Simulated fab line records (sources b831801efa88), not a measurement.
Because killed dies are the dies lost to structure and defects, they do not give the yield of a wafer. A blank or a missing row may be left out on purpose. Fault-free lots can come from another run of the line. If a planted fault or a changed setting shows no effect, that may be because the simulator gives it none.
fab line records    flow sky130
record: lots: 5  wafers: 15  last-day: 51
route steps=708 shown CAP2M@619 METAL4@621
lots that met no fault: taken from a fault-free run of the same line
start-h: the number of hours between the record's first day and the start of the first shown wafer of the lot    wait-h: time in hours since the lot's previous step    " as in the row above    L1.1+2: a row that stands for several wafers    - value missing, or start not given    * or withheld: withheld    < > ~ a bound
route shown NAME@n: NAME is a module with steps in the file, n the number in the route of the first one    usual: mean and standard deviation over wafers with no fault    same: alike in all rows    chamber/n: place in a boat    sites: each site's reading    _std_site: standard deviation of those values    _edge_site: the outer-site mean with the inner-site mean subtracted    radius-mm: for every site, how far away it sits from the centre of the wafer    mask NAME#n: copy n    behind: the last tool/chamber to shape the wafer    hold: what put the lot on hold/how long, in hours/how the hold closed    device: transistor that didn't switch, given as n, p or np    end of line: at the end of the route, the tests of the same wafers    a step with no rows: only its recipe    killed: count of dies lost to structure and defects at first sort (not the wafer's yield)    map: per-die view of a wafer (x killed, . not killed, _ where there is no die)
set.NAME: the setting as run; set.NAME@STEP: as run at that earlier step    model.NAME: the simulator's own value behind a step, which no gauge read
certain route steps with their lots: each step a table, each wafer a row
services: a tool's chamber out of use, with start hour (start-h, from the record's first day; less than 0 if before it), hours out, and reason
== steps ==
step: SKY_CAP2M_CLEAN_16
recipe: chemistry: IPA  time-s: 180  temp-c: 25
usual: temp-c: 25.00/0.088
lot.wafer  tool          chamber  start-h  wait-h  temp-c
L074.1     wet-bench-01  0        957.34   0.0     25.10
L074.2     "             0        "        "       25.00
L074.6     "             0        "        "       25.08
L075.1     wet-bench-03  1        983.78   0.0     24.90
L075.4     "             1        "        "       24.95
L075.6     "             1        "        "       24.94
L077.1     wet-bench-01  0        988.72   0.0     25.02
L077.3     "             0        "        "       25.13
L077.4     "             0        "        "       25.08
L094.1     wet-bench-02  3        1088.40  0.0     24.97
L094.2     "             3        "        "       24.95
L094.6     "             3        "        "       25.01
L096.2     wet-bench-03  3        1123.07  0.0     25.06
L096.4     "             3        "        "       24.95
L096.5     "             3        "        "       24.90
step: SKY_CAP2M_CLEAN_17
recipe: chemistry: O3/DIW  dry: n2-spin
lot.wafer   tool          chamber  start-h  wait-h
L074.1+2+6  wet-bench-02  1        957.40   0.0
L075.1+4+6  wet-bench-02  0        983.84   0.0
L077.1+3+4  wet-bench-03  1        988.78   0.0
L094.1+2+6  wet-bench-01  3        1088.47  0.0
L096.2+4+5  wet-bench-03  1        1123.14  0.0
step: SKY_METAL4_DEHYDRATE_05
recipe: temp-c: 200  time-s: 60
lot.wafer   tool            chamber  start-h  wait-h
L074.1+2+6  litho-track-01  0        969.14   11.6
L075.1+4+6  litho-track-04  0        994.54   10.5
L077.1+3+4  litho-track-03  0        998.92   10.0
L094.1+2+6  litho-track-01  0        1098.24  9.7
L096.2+4+5  litho-track-01  0        1132.06  8.8
step: SKY_METAL4_HMDS_06
recipe: prime-time-s: 60  prime-temp-c: 120
lot.wafer   tool            chamber  start-h  wait-h
L074.1+2+6  litho-track-01  0        969.29   0.1
L075.1+4+6  litho-track-04  0        994.69   0.1
L077.1+3+4  litho-track-03  0        999.07   0.1
L094.1+2+6  litho-track-01  0        1098.39  0.1
L096.2+4+5  litho-track-01  0        1132.21  0.1
step: SKY_METAL4_COAT_07
recipe: resist: BARC  temp-c: withheld  time-s: withheld  spin-rpm: 3000  resist-thk-nm: 60
lot.wafer   tool            chamber  start-h  wait-h
L074.1+2+6  litho-track-01  0        969.44   0.1
L075.1+4+6  litho-track-04  0        994.84   0.1
L077.1+3+4  litho-track-03  0        999.22   0.1
L094.1+2+6  litho-track-01  0        1098.54  0.1
L096.2+4+5  litho-track-01  0        1132.36  0.1
step: SKY_METAL4_COAT_08
recipe: resist: KrF-thick  spin-rpm: 3000  resist-thk-nm: 1140
lot.wafer   tool            chamber  start-h  wait-h
L074.1+2+6  litho-track-01  0        -        -
L075.1+4+6  litho-track-04  0        -        -
L077.1+3+4  litho-track-03  0        -        -
L094.1+2+6  litho-track-01  0        -        -
L096.2+4+5  litho-track-01  0        -        -
step: SKY_METAL4_SOFTBAKE_09
recipe: temp-c: 100  time-s: 90  resist: KrF-thick
lot.wafer   tool            chamber  start-h  wait-h
L074.1+2+6  litho-track-01  0        -        -
L075.1+4+6  litho-track-04  0        -        -
L077.1+3+4  litho-track-03  0        -        -
L094.1+2+6  litho-track-01  0        -        -
L096.2+4+5  litho-track-01  0        -        -
step: SKY_METAL4_EXPOSE_10
recipe: mask-id: MM4  na: 0.68  source-shape: annular  sigma-inner: 0.4  sigma-outer: 0.8  target-cd-nm: 300  dose-mj: 28
usual: exposure-dose-mJ-cm2: 27.996/0.028  stage-vel-mm-s: 500.00/0.28
lot.wafer  tool            chamber  start-h  wait-h  mask   exposure-dose-mJ-cm2  stage-vel-mm-s
L074.1     krf-scanner-02  0        -        -       MM4#0  28.010                499.85
L074.2     "               0        "        "       MM4#0  27.975                499.77
L074.6     "               0        "        "       MM4#0  27.992                500.01
L075.1     krf-scanner-02  0        -        -       MM4#0  27.981                499.96
L075.4     "               0        "        "       MM4#0  28.008                500.02
L075.6     "               0        "        "       MM4#0  27.994                500.00
L077.1     krf-scanner-01  0        -        -       MM4#0  27.969                499.73
L077.3     "               0        "        "       MM4#0  27.951                500.11
L077.4     "               0        "        "       MM4#0  27.985                499.77
L094.1     krf-scanner-02  0        -        -       MM4#0  28.058                499.92
L094.2     "               0        "        "       MM4#0  27.996                499.96
L094.6     "               0        "        "       MM4#0  27.984                500.00
L096.2     krf-scanner-01  0        -        -       MM4#0  27.977                500.33
L096.4     "               0        "        "       MM4#0  27.956                500.11
L096.5     "               0        "        "       MM4#0  27.962                500.64
== services ==
tool            chamber  start-h  hours  kind
krf-scanner-02  -        960.61   1.0    pm
krf-scanner-01  -        973.14   11.6   pm
krf-scanner-02  -        1006.74  1.3    pm
wet-bench-02    -        1022.64  1.8    repair
krf-scanner-02  -        1023.19  0.8    pm
krf-scanner-01  -        1037.76  1.3    pm
krf-scanner-02  -        1039.06  4.0    pm
krf-scanner-01  -        1043.08  0.8    pm
krf-scanner-01  -        1054.71  4.4    pm
krf-scanner-01  -        1070.88  3.6    pm
krf-scanner-01  -        1074.44  4.0    pm
krf-scanner-02  -        1078.73  0.4    repair
wet-bench-02    -        1094.95  1.9    pm
krf-scanner-01  -        1096.15  1.0    pm
krf-scanner-02  -        1125.81  3.2    repair
krf-scanner-02  -        1129.61  1.0    pm
== key ==
fault none
